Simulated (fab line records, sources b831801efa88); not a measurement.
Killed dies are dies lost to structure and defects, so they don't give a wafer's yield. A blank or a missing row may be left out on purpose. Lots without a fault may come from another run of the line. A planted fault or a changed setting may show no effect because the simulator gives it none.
A struck lot beside a sound one | flow sky130 | 16 steps out of a route of 708
Sound: wafers L196.2, L196.4, L196.5. Struck: wafers L206.1, L206.3. The cause comes at the end.
At each step with rows: each side's tool, then ch and its chambers, then its first start. Under that, the readings that differ: sound wafers | struck wafers | difference of the means | sigmas: that difference in standard deviations of wafers without a fault.
alike: readings whose means differ by less than 2 such deviations, and words and numbers that are the same on both sides. not compared: withheld readings, readings that some wafer has no value for, bounds like >300 that may hide the same value, and numbers for which the record gives no deviation and whose values overlap.
The two part at a step that has a row with sigmas, a row that says differs or no value, or rows on one side only. Numbers that don't overlap but have no deviation are shown without sigmas and don't part them. A reading that every wafer of one side lacks parts them only if that side has two wafers or more.

SKY_VIA1_CMP_02: polishes SiO2.
  sound on cmp-02 ch 1,2,3, day 34 00:29; struck on cmp-02 ch 1,3, day 37 21:21
  alike: head_pressure_psi, motor_current_A, slurry_flow_ml_min
SKY_VIA1_BOW_MEAS_03:
  sound on film_metro-01, day 34 00:48; struck on film_metro-01, day 37 21:36
  alike: VIA1_BOW
then, 8 steps without rows for these wafers: SKY_VIA1_DEHYDRATE_04 (time 60 s); SKY_VIA1_HMDS_05 (prime time 60 s); SKY_VIA1_COAT_06 (resist thk 60 nm); SKY_VIA1_COAT_07 (resist thk 450 nm); SKY_VIA1_SOFTBAKE_08 (time 90 s); SKY_VIA1_EXPOSE_09 (exposes mask VIM, target cd 150 nm); SKY_VIA1_PEB_10; SKY_VIA1_DEVELOP_11 (develop time 60 s).
SKY_VIA1_CD_MEAS_12: target cd 150 nm.
  sound on cd_sem-01, day 35 04:01; struck on cd_sem-02, day 38 23:00
  alike: cd_nm
SKY_VIA1_OVL_MEAS_13:
  sound on overlay-02, day 35 04:07; struck on overlay-02, day 38 23:07
  alike: VIA1_OVL
SKY_VIA1_ETCH_14: etches BARC in N2/H2, stops on SiO2, time 45.9 s, target depth 60 nm.
  sound on rie_diel-01 ch 2,3, day 35 04:09; struck on rie_diel-01 ch 0,1, day 38 23:10
  reading                                     | sound             | struck      | difference | sigmas
  oes_product_au (a.u.)                       | 0.861 0.859 0.854 | 0.995 1.003 | +0.141     | +34
  run_length_s (s)                            | 74.1 74.8 74.0    | 66.4 65.5   | -8.3       | -18
  model.KrF-thick_of_VIA1_COAT_07.thk_nm (nm) | 393.9 394.2 393.6 | 401.3 400.5 | +7.0       |
  alike: drypump_motor_current_A, n2_flow_sccm, throttle_valve_pct
  not compared: rf_hours_counter_h
SKY_VIA1_ETCH_15: etches SiO2 in C4F8/O2/Ar, stops on TiN, target depth 351 nm, time 54 s.
  sound on rie_diel-01 ch 2,3, day 35 04:11; struck on rie_diel-01 ch 0,1, day 38 23:12
  reading                                     | sound             | struck      | difference | sigmas
  model.KrF-thick_of_VIA1_COAT_07.thk_nm (nm) | 324.5 324.2 324.3 | 331.5 329.1 | +6.0       |
  alike: oes_product_au, run_length_s
  not compared: rf_hours_counter_h
SKY_VIA1_STRIP_16: strips in O2/N2.
  sound on plasma_asher-01 ch 0,1, day 35 04:14; struck on plasma_asher-02 ch 0, day 38 23:15
  reading                      | sound             | struck      | difference | sigmas
  strip_time_to_endpoint_s (s) | 4.485 4.484 4.483 | 4.541 4.513 | +0.043     | +3
  alike: drypump_motor_current_A, n2_flow_sccm, o2_flow_sccm, oes_product_au
  not compared: rf_hours_counter_h
then, 1 step without rows for these wafers: SKY_VIA1_STRIP_17 (strips in post etch residue remover, time 1200 s).

WHERE THEY PART
First at SKY_VIA1_ETCH_14; last, within this record, at SKY_VIA1_STRIP_16.

WHY: what the simulator had put in
Process parameter drift: rie_diel-01, from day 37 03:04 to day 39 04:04, at SKY_VIA1_ETCH_14. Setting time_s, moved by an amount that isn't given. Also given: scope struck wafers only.
